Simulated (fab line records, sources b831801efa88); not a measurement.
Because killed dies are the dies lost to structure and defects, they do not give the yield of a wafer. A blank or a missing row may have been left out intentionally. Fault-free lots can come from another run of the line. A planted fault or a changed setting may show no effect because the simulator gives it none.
fab line records | flow sky130
[record] lots = 14 | wafers = 42 | lastDay = 50
route steps=708 shown VIA3@589 CAP2M@604 METAL4@632
lots with no fault: from the same line, run without faults
startH: the number of hours between the record's first day and the start of the first shown wafer of the lot | waitH: hours elapsed since this lot's preceding step | " identical to the entry in the row above | L1.1+2: one row covering several wafers at once | - no value, or no start was given | * or withheld: withheld | < > ~ a bound
route shown NAME@n: NAME is a module with steps in the file, n the number in the route of the first one | usual: mean/standard deviation of fault-free wafers | same: alike in all rows | chamber/n: place in a boat | sites: the reading at each site | _std_site: how widely they spread, as a standard deviation | _edge_site: mean of outer sites minus mean of inner sites | radiusMm: for every site, how far away it sits from the centre of the wafer | mask NAME#n: copy n | behind: the tool/chamber that last shaped the wafer | hold: the reason the lot was held/the length of the hold in hours/how it ended | device: whichever transistor did not switch (one of n, p or np) | end of line: at the end of the route, the tests of the same wafers | step lacking rows: just its recipe | killed: at the first sort, the dies lost to defects and structure; wafer yield is something else | map: the dies of a wafer, with x for killed, . for not killed, _ for no die there
set.NAME: the setting as run; set.NAME@STEP: as run at that earlier step | model.NAME: the simulator's own value behind a step, which no gauge read
route steps across a sampled set of lots; one table per step, one row per wafer
services: when a tool's chamber went out of use (startH, in hours from the record's first day, below 0 if earlier), for how many hours, and the reason
[[steps]]
[step SKY_VIA3_STRIP_16]
[recipe] chemistry = O2/N2 | powerW = 1400 | pressureMtorr = 1500 | platenTempC = withheld | o2FlowSccm = 3000 | n2FlowSccm = 300 | overashFraction = 0.5
[usual] drypumpMotorCurrentA = 5.7/0.34 | oesProductAu = 0.403/0.0046 | stripTimeToEndpointS = 4.147/0.025
lot.wafer | tool           | chamber | startH  | waitH | drypumpMotorCurrentA | oesProductAu | rfHoursCounterH | stripTimeToEndpointS
L552.1    | plasmaAsher-03 | 0       | 970.13  | 0.0   | 6.0                  | 0.407        | 82              | 4.129
L552.2    | "              | 1       | "       | "     | 5.3                  | 0.398        | 82              | 4.168
L552.3    | "              | 0       | "       | "     | 6.0                  | 0.397        | -               | 4.139
L551.1    | plasmaAsher-02 | 0       | 971.08  | 0.0   | 5.3                  | 0.401        | 115             | 4.160
L551.3    | "              | 1       | "       | "     | 6.2                  | 0.410        | -               | 4.130
L551.5    | "              | 0       | "       | "     | 5.3                  | 0.407        | -               | 4.111
L555.2    | plasmaAsher-01 | 0       | 971.43  | 0.0   | 5.9                  | 0.405        | 54              | 4.135
L555.3    | "              | 1       | "       | "     | 5.7                  | 0.403        | -               | 4.128
L555.5    | "              | 0       | "       | "     | 5.8                  | 0.400        | -               | 4.136
L556.2    | plasmaAsher-03 | 1       | 971.69  | 0.0   | 5.3                  | 0.408        | 82              | 4.151
L556.3    | "              | 0       | "       | "     | 6.1                  | 0.412        | -               | 4.143
L556.5    | "              | 1       | "       | "     | 5.3                  | 0.405        | -               | 4.133
L554.2    | plasmaAsher-02 | 1       | 971.81  | 0.0   | 6.2                  | 0.404        | 115             | 4.192
L554.4    | "              | 0       | "       | "     | 5.3                  | 0.405        | -               | 4.129
L554.6    | "              | 0       | "       | "     | 5.3                  | 0.405        | -               | 4.128
L558.1    | plasmaAsher-03 | 1       | 972.51  | 0.0   | 5.3                  | 0.397        | 82              | 4.158
L558.2    | "              | 0       | "       | "     | 6.0                  | 0.399        | 82              | 4.119
L558.6    | "              | 1       | "       | "     | 5.3                  | 0.408        | -               | 4.115
L560.1    | plasmaAsher-03 | 0       | 991.63  | 0.0   | 6.0                  | 0.403        | 84              | 4.175
L560.4    | "              | 0       | "       | "     | 6.0                  | 0.404        | -               | 4.127
L560.6    | "              | 0       | "       | "     | 6.0                  | 0.404        | -               | 4.139
L559.1    | plasmaAsher-02 | 0       | 993.39  | 0.0   | 5.3                  | 0.396        | 117             | 4.138
L559.4    | "              | 1       | "       | "     | 6.2                  | 0.404        | -               | 4.111
L559.6    | "              | 1       | "       | "     | 6.2                  | 0.402        | -               | 4.143
L562.1    | plasmaAsher-01 | 0       | 1018.38 | 0.0   | 5.9                  | 0.392        | 59              | 4.136
L562.5    | "              | 1       | "       | "     | 5.7                  | 0.400        | -               | 4.122
L562.6    | "              | 0       | "       | "     | 5.8                  | 0.405        | -               | 4.162
L569.1    | plasmaAsher-01 | 0       | 1043.38 | 0.0   | 5.9                  | 0.391        | 61              | 4.121
L569.3    | "              | 1       | "       | "     | 5.7                  | 0.407        | -               | 4.120
L569.4    | "              | 0       | "       | "     | 5.8                  | 0.392        | -               | 4.129
L570.1    | plasmaAsher-03 | 1       | 1062.64 | 0.0   | 5.3                  | 0.392        | 91              | 4.105
L570.3    | "              | 0       | "       | "     | 6.1                  | 0.405        | -               | 4.167
L570.6    | "              | 1       | "       | "     | 5.3                  | 0.407        | -               | 4.190
L572.3    | plasmaAsher-02 | 0       | 1070.06 | 0.1   | 5.3                  | 0.402        | -               | 4.192
L572.5    | "              | 0       | "       | "     | 5.3                  | 0.397        | -               | 4.147
L572.6    | "              | 1       | "       | "     | 6.2                  | 0.407        | -               | 4.145
L573.3    | plasmaAsher-02 | 1       | 1070.76 | 0.1   | 6.2                  | 0.414        | -               | 4.123
L573.5    | "              | 0       | "       | "     | 5.3                  | 0.399        | -               | 4.140
L573.6    | "              | 1       | "       | "     | 6.2                  | 0.401        | -               | 4.161
L574.2    | plasmaAsher-01 | 1       | 1073.23 | 0.0   | 5.7                  | 0.406        | 65              | 4.136
L574.4    | "              | 0       | "       | "     | 5.8                  | 0.405        | -               | 4.154
L574.6    | "              | 0       | "       | "     | 5.8                  | 0.399        | -               | 4.171
[step SKY_CAP2M_THK_MEAS_01]
[recipe] reads = SiO2_of_CAP2M_CVD_00
[usual] CAP2M_CVD_00_THK = 15.50/0.27
lot.wafer | tool         | chamber | startH  | waitH | CAP2M_CVD_00_THK[nm]
L552.1    | filmMetro-02 | -       | 971.59  | -     | 15.21
L552.2    | "            | -       | "       | "     | 15.50
L552.3    | "            | -       | "       | "     | 15.23
L551.1    | filmMetro-04 | -       | 972.51  | -     | 14.91
L551.3    | "            | -       | "       | "     | 15.33
L551.5    | "            | -       | "       | "     | 15.26
L555.2    | filmMetro-02 | -       | 972.90  | -     | 15.47
L555.3    | "            | -       | "       | "     | 15.16
L555.5    | "            | -       | "       | "     | 15.61
L556.2    | filmMetro-02 | -       | 973.13  | -     | 15.17
L556.3    | "            | -       | "       | "     | 15.21
L556.5    | "            | -       | "       | "     | 15.34
L554.2    | filmMetro-04 | -       | 973.30  | -     | 15.43
L554.4    | "            | -       | "       | "     | 15.68
L554.6    | "            | -       | "       | "     | 15.62
L558.1    | filmMetro-02 | -       | 973.95  | -     | 15.21
L558.2    | "            | -       | "       | "     | 15.02
L558.6    | "            | -       | "       | "     | 15.62
L560.1    | filmMetro-02 | -       | 993.06  | -     | 15.47
L560.4    | "            | -       | "       | "     | 15.94
L560.6    | "            | -       | "       | "     | 15.83
L559.1    | filmMetro-02 | -       | 994.87  | -     | 15.20
L559.4    | "            | -       | "       | "     | 15.57
L559.6    | "            | -       | "       | "     | 15.53
L562.1    | filmMetro-02 | -       | 1019.92 | -     | 15.36
L562.5    | "            | -       | "       | "     | 15.64
L562.6    | "            | -       | "       | "     | 15.58
L569.1    | filmMetro-03 | -       | 1044.94 | -     | 15.94
L569.3    | "            | -       | "       | "     | 15.84
L569.4    | "            | -       | "       | "     | 16.05
L570.1    | filmMetro-04 | -       | 1064.30 | -     | 15.35
L570.3    | "            | -       | "       | "     | 15.43
L570.6    | "            | -       | "       | "     | 15.74
L572.3    | filmMetro-04 | -       | 1071.54 | -     | 15.05
L572.5    | "            | -       | "       | "     | 15.71
L572.6    | "            | -       | "       | "     | 15.54
L573.3    | filmMetro-04 | -       | 1072.18 | -     | 15.50
L573.5    | "            | -       | "       | "     | 15.44
L573.6    | "            | -       | "       | "     | 15.88
L574.2    | filmMetro-02 | -       | 1074.67 | -     | 15.25
L574.4    | "            | -       | "       | "     | 15.54
L574.6    | "            | -       | "       | "     | 15.58
[step SKY_CAP2M_DEVELOP_11]
[recipe] resist = NOVOLAK | developer = TMAH | developTimeS = 60 | devTempC = 23
[usual] chillPlateTempC = 23.00/0.11 | developTimeS = 60/0
lot.wafer | tool          | chamber | startH  | waitH | chillPlateTempC | developTimeS
L552.1    | lithoTrack-04 | 0       | 995.21  | 0.1   | 23.17           | 60
L552.2    | "             | 0       | "       | "     | 23.18           | 60
L552.3    | "             | 0       | "       | "     | 23.06           | 60
L551.1    | lithoTrack-04 | 0       | 996.16  | 0.1   | 23.03           | 60
L551.3    | "             | 0       | "       | "     | 23.10           | 60
L551.5    | "             | 0       | "       | "     | 23.11           | 60
L555.2    | lithoTrack-03 | 0       | 996.34  | 0.1   | 22.98           | 60
L555.3    | "             | 0       | "       | "     | 23.02           | 60
L555.5    | "             | 0       | "       | "     | 23.05           | 60
L556.2    | lithoTrack-04 | 0       | 996.49  | 0.1   | 22.90           | 60
L556.3    | "             | 0       | "       | "     | 22.87           | 60
L556.5    | "             | 0       | "       | "     | 23.08           | 60
L554.2    | lithoTrack-04 | 0       | 996.79  | 0.1   | 23.10           | 60
L554.4    | "             | 0       | "       | "     | 23.01           | 60
L554.6    | "             | 0       | "       | "     | 23.11           | 60
L558.1    | lithoTrack-03 | 0       | 997.42  | 0.1   | 23.08           | 60
L558.2    | "             | 0       | "       | "     | 23.08           | 60
L558.6    | "             | 0       | "       | "     | 23.00           | 60
L560.1    | lithoTrack-03 | 0       | 1016.92 | 0.1   | 23.14           | 60
L560.4    | "             | 0       | "       | "     | 22.96           | 60
L560.6    | "             | 0       | "       | "     | 23.17           | 60
L559.1    | lithoTrack-04 | -       | 1018.21 | 0.1   | -               | -
L559.4    | "             | -       | "       | "     | -               | -
L559.6    | "             | -       | "       | "     | -               | -
L562.1    | lithoTrack-02 | -       | 1041.93 | 0.1   | -               | -
L562.5    | "             | -       | "       | "     | -               | -
L562.6    | "             | -       | "       | "     | -               | -
L569.1    | lithoTrack-02 | 0       | 1066.18 | 0.1   | 23.16           | 60
L569.3    | "             | 0       | "       | "     | 22.87           | 60
L569.4    | "             | 0       | "       | "     | 22.88           | 60
L570.1    | lithoTrack-02 | 0       | 1085.38 | 0.1   | 22.92           | 60
L570.3    | "             | 0       | "       | "     | 22.81           | 60
L570.6    | "             | 0       | "       | "     | 22.80           | 60
L572.3    | lithoTrack-03 | 0       | 1093.37 | 0.1   | 22.96           | 60
L572.5    | "             | 0       | "       | "     | 23.27           | 60
L572.6    | "             | 0       | "       | "     | 23.07           | 60
L573.3    | lithoTrack-03 | 0       | 1093.67 | 0.1   | 22.83           | 60
L573.5    | "             | 0       | "       | "     | 22.92           | 60
L573.6    | "             | 0       | "       | "     | 22.91           | 60
L574.2    | lithoTrack-04 | 0       | 1095.59 | 0.1   | 22.95           | 60
L574.4    | "             | 0       | "       | "     | 23.06           | 60
L574.6    | "             | 0       | "       | "     | 22.84           | 60
[step SKY_METAL4_ETCH_16]
[recipe] chemistry = N2/H2 | target = BARC | ionEnergyEv = 200 | biasW = 100 | pressureMtorr = 30 | n2FlowSccm = 100 | h2FlowSccm = 200 | icpW = 500 | stopOn = SiO2 | timeS = 88.2 | targetDepthA = 600
[usual] drypumpMotorCurrentA = 5.9/0.38 | oesProductAu = 0.626/0.004 | throttleValvePct = 13.205/0.0096
lot.wafer | tool        | chamber | startH  | waitH | drypumpMotorCurrentA | oesProductAu | rfHoursCounterH | throttleValvePct
L552.1    | rieMetal-01 | 1       | 1020.50 | 0.0   | 6.0                  | 0.623        | 4               | 13.187
L552.2    | "           | 0       | "       | "     | 6.3                  | 0.634        | 19              | 13.205
L552.3    | "           | 1       | "       | "     | 6.0                  | 0.626        | -               | 13.201
L551.1    | rieMetal-04 | 0       | 1021.17 | 0.0   | 5.3                  | 0.633        | 15              | 13.194
L551.3    | "           | 0       | "       | "     | 5.3                  | 0.622        | -               | 13.209
L551.5    | "           | 0       | "       | "     | 5.3                  | 0.626        | -               | 13.204
L555.2    | rieMetal-03 | 0       | 1021.52 | 0.0   | 5.5                  | 0.631        | 21              | 13.208
L555.3    | "           | 0       | "       | "     | 5.5                  | 0.623        | -               | 13.218
L555.5    | "           | 0       | "       | "     | 5.5                  | 0.630        | -               | 13.215
L556.2    | rieMetal-04 | 0       | 1021.56 | 0.0   | 5.4                  | 0.617        | 15              | 13.197
L556.3    | "           | 0       | "       | "     | 5.3                  | 0.622        | -               | 13.203
L556.5    | "           | 0       | "       | "     | 5.4                  | 0.618        | -               | 13.203
L554.2    | rieMetal-04 | 1       | 1021.87 | 0.0   | 6.4                  | 0.621        | 14              | 13.211
L554.4    | "           | 1       | "       | "     | 6.4                  | 0.631        | -               | 13.197
L554.6    | "           | 0       | "       | "     | 5.4                  | 0.621        | -               | 13.198
L558.1    | rieMetal-01 | 1       | 1022.51 | 0.0   | 6.0                  | 0.627        | 4               | 13.192
L558.2    | "           | 0       | "       | "     | 6.3                  | 0.624        | 19              | 13.211
L558.6    | "           | 1       | "       | "     | 6.0                  | 0.626        | -               | 13.202
L560.1    | rieMetal-01 | 0       | 1040.51 | 0.0   | 6.3                  | 0.630        | 20              | 13.204
L560.4    | "           | 1       | "       | "     | 6.0                  | 0.629        | -               | 13.210
L560.6    | "           | 0       | "       | "     | 6.3                  | 0.625        | -               | 13.211
L569.1    | rieMetal-04 | 0       | 1089.28 | 0.0   | 5.4                  | 0.620        | 21              | 13.213
L569.3    | "           | 0       | "       | "     | 5.4                  | 0.625        | -               | 13.188
L569.4    | "           | 1       | "       | "     | 6.4                  | 0.620        | -               | 13.207
L570.1    | rieMetal-03 | 1       | 1107.02 | 0.0   | 6.0                  | 0.623        | 2               | 13.224
L570.3    | "           | 1       | "       | "     | 6.0                  | 0.620        | -               | 13.215
L570.6    | "           | 0       | "       | "     | 5.5                  | 0.626        | -               | 13.209
L573.3    | rieMetal-04 | 1       | 1115.60 | 0.0   | 6.4                  | 0.628        | -               | 13.201
L573.5    | "           | 0       | "       | "     | 5.3                  | 0.622        | -               | 13.215
L573.6    | "           | 1       | "       | "     | 6.4                  | 0.622        | -               | 13.207
L572.3    | rieMetal-03 | 0       | 1115.95 | 0.0   | 5.5                  | 0.624        | -               | 13.192
L572.5    | "           | 1       | "       | "     | 6.0                  | 0.629        | -               | 13.200
L572.6    | "           | 0       | "       | "     | 5.5                  | 0.626        | -               | 13.206
L574.2    | rieMetal-04 | 1       | 1118.51 | 0.0   | 6.4                  | 0.623        | 21              | 13.215
L574.4    | "           | 1       | "       | "     | 6.4                  | 0.623        | -               | 13.190
L574.6    | "           | 0       | "       | "     | 5.3                  | 0.627        | -               | 13.214
[[services]]
tool           | chamber | startH  | hours | kind
plasmaAsher-03 | -       | 949.01  | 3.4   | repair
rieMetal-04    | 0       | 983.52  | 15.0  | repair
plasmaAsher-02 | -       | 1009.98 | 1.1   | repair
plasmaAsher-02 | -       | 1034.63 | 3.3   | repair
rieMetal-04    | 1       | 1036.91 | 4.8   | repair
plasmaAsher-02 | -       | 1045.17 | 1.2   | repair
rieMetal-03    | 0       | 1047.84 | -     | clean
rieMetal-03    | 0       | 1047.84 | 16.4  | scheduledDown
rieMetal-03    | 0       | 1047.84 | 16.4  | ventCycle
plasmaAsher-02 | -       | 1055.25 | 9.0   | pm
plasmaAsher-02 | 0       | 1055.25 | 9.0   | ventCycle
plasmaAsher-02 | 1       | 1055.25 | 9.0   | ventCycle
rieMetal-04    | -       | 1063.36 | 1.3   | repair
plasmaAsher-02 | 0       | 1064.25 | -     | clean
plasmaAsher-02 | 1       | 1064.25 | -     | clean
rieMetal-03    | 1       | 1071.11 | -     | clean
rieMetal-03    | 1       | 1071.11 | 13.2  | scheduledDown
rieMetal-03    | 1       | 1071.11 | 13.2  | ventCycle
rieMetal-03    | -       | 1099.70 | 1.1   | repair
rieMetal-01    | 0       | 1106.88 | 2.8   | repair
[[key]]
[firstSign] step = SKY_CAP2M_DEVELOP_11 | reading = toolRecord | direction = missing
effect none on later readings
metAt SKY_CAP2M_DEVELOP_11
struckLots L559,L562
laterRowsLeftOut L559.1,L559.4,L559.6,L562.1,L562.5,L562.6
sortLeftOut L559.1,L559.4,L559.6,L562.1,L562.5,L562.6
notActingAt SKY_VIA3_STRIP_16,SKY_CAP2M_THK_MEAS_01,SKY_METAL4_ETCH_16
onsetBetween 996.79 1018.21
[fault] kind = skippedStepWhole | tool = lithoTrack-02,lithoTrack-04 | chamber = - | onsetH = 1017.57 | steps = SKY_CAP2M_DEVELOP_11 | scope = struckLotsOnly
// sortLeftOut: the simulated sort isn't trusted on such a fault, so these wafers' sort isn't shown, and their yield isn't known
// laterRowsLeftOut: the simulator's readings of these wafers behind a module that went badly wrong aren't trusted and aren't shown, but for the sort
